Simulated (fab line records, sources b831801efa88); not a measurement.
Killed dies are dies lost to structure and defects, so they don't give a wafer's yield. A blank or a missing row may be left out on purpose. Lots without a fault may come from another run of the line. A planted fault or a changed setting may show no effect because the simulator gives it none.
Split-lot experiment | flow sky130 | 5 lots, 23 wafers read, on a route of 708 steps

THE SPLIT
At SKY_DNWELL_COAT_02 (resist thk 3000 nm), the setting resist_thk_nm was moved away from the recipe's 3000 nm on 7 of the 23 wafers read, by -5.4% to -1.9%. The other wafers ran this setting at the recipe's value.

The reading is taken at the split's own step.

THE READING
coat_of_DNWELL_COAT_02.thk_nm (the simulator's own value, which no gauge read), in nm, at SKY_DNWELL_COAT_02 (resist thk 3000 nm). The file gives no usual value for it. The 16 wafers here that ran the recipe average 3002 nm, standard deviation 7.9 nm.

wafer  | tool, chamber at the split | resist_thk_nm as run, nm | against the recipe | coat_of_DNWELL_COAT_02.thk_nm, nm | against lot-mates on the recipe
L074.1 | litho_track-01, 0          | 3000                     | recipe             | 3011                              | -
L074.2 | litho_track-01, 0          | 3000                     | recipe             | 3020                              | -
L074.5 | litho_track-01, 0          | 3000                     | recipe             | 3004                              | -
L077.2 | litho_track-04, 0          | 3000                     | recipe             | 2994                              | -
L077.3 | litho_track-04, 0          | 2942                     | -1.9%              | 2950                              | -52
L077.4 | litho_track-04, 0          | 2942                     | -1.9%              | 2947                              | -55
L077.5 | litho_track-04, 0          | 3000                     | recipe             | 3006                              | -
L077.6 | litho_track-04, 0          | 3000                     | recipe             | 3006                              | -
L078.1 | litho_track-01, 0          | 2839                     | -5.4%              | 2846                              | -162
L078.3 | litho_track-01, 0          | 2839                     | -5.4%              | 2853                              | -155
L078.4 | litho_track-01, 0          | 3000                     | recipe             | 3006                              | -
L078.5 | litho_track-01, 0          | 3000                     | recipe             | 3003                              | -
L078.6 | litho_track-01, 0          | 3000                     | recipe             | 3015                              | -
L080.1 | litho_track-04, 0          | 3000                     | recipe             | 2999                              | -
L080.2 | litho_track-04, 0          | 3000                     | recipe             | 2997                              | -
L080.3 | litho_track-04, 0          | 3000                     | recipe             | 3002                              | -
L080.5 | litho_track-04, 0          | 3000                     | recipe             | 2995                              | -
L080.6 | litho_track-04, 0          | 3000                     | recipe             | 2996                              | -
L084.1 | litho_track-03, 0          | 3000                     | recipe             | 2990                              | -
L084.2 | litho_track-03, 0          | 2916                     | -2.8%              | 2910                              | -82
L084.4 | litho_track-03, 0          | 2916                     | -2.8%              | 2910                              | -82
L084.3 | litho_track-03, 0          | 2916                     | -2.8%              | 2906                              | -86
L084.6 | litho_track-03, 0          | 3000                     | recipe             | 2995                              | -

THE FIT
A straight line over all 23 wafers: coat_of_DNWELL_COAT_02.thk_nm changes by +29.6 nm for each +1% of resist_thk_nm; r = +0.99; the points scatter about the line by 8.4 nm.
The same after taking each lot's own level away (the mean of its wafers on the recipe; 23 wafers): +29.5 nm for each +1%; r = +1.00; scatter 4.4 nm.
On that fit, the largest move of resist_thk_nm shifts the reading by 1.6e+02 nm.
The lots' own levels span 2992.5 to 3011.7 nm, that is 2.4 times the standard deviation above.
So the lot-to-lot level changes the slope little: the two slopes agree.
Check: with one of the wafers moved furthest among these (-5.4%) left out of the fit, the line predicts -156 nm for it against its lot-mates. It came out at -162 nm against them.

OTHER SPLITS ON THESE WAFERS
These wafers also went through other splits before the reading. Each is held against what the fit with the lots' levels taken away leaves over:
other split on the same wafers    | wafers away from the commonest value | r with coat_of_DNWELL_COAT_02.thk_nm (lot level and that fit taken away)
SKY_FIELD_ISO_OXIDATION_01 temp_c | 18                                   | +0.10

THE WHOLE CHAIN: every reading that the file lists as answering this split, in the file's order
step                | what it does       | reading                                                                        | change (the file's fit)              | r (the file's)
SKY_DNWELL_COAT_02  | resist thk 3000 nm | coat_of_DNWELL_COAT_02.thk_nm (the simulator's own value, which no gauge read) | +29.5 nm for each +1% of the setting | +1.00
SKY_DNWELL_STRIP_08 | strips in O2/N2    | strip_time_to_endpoint_s                                                       | withheld for each +1% of the setting | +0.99

THE FILE'S OWN FIT
coat_of_DNWELL_COAT_02.thk_nm changes by +29.5 nm for each +1% of resist_thk_nm, r = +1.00.
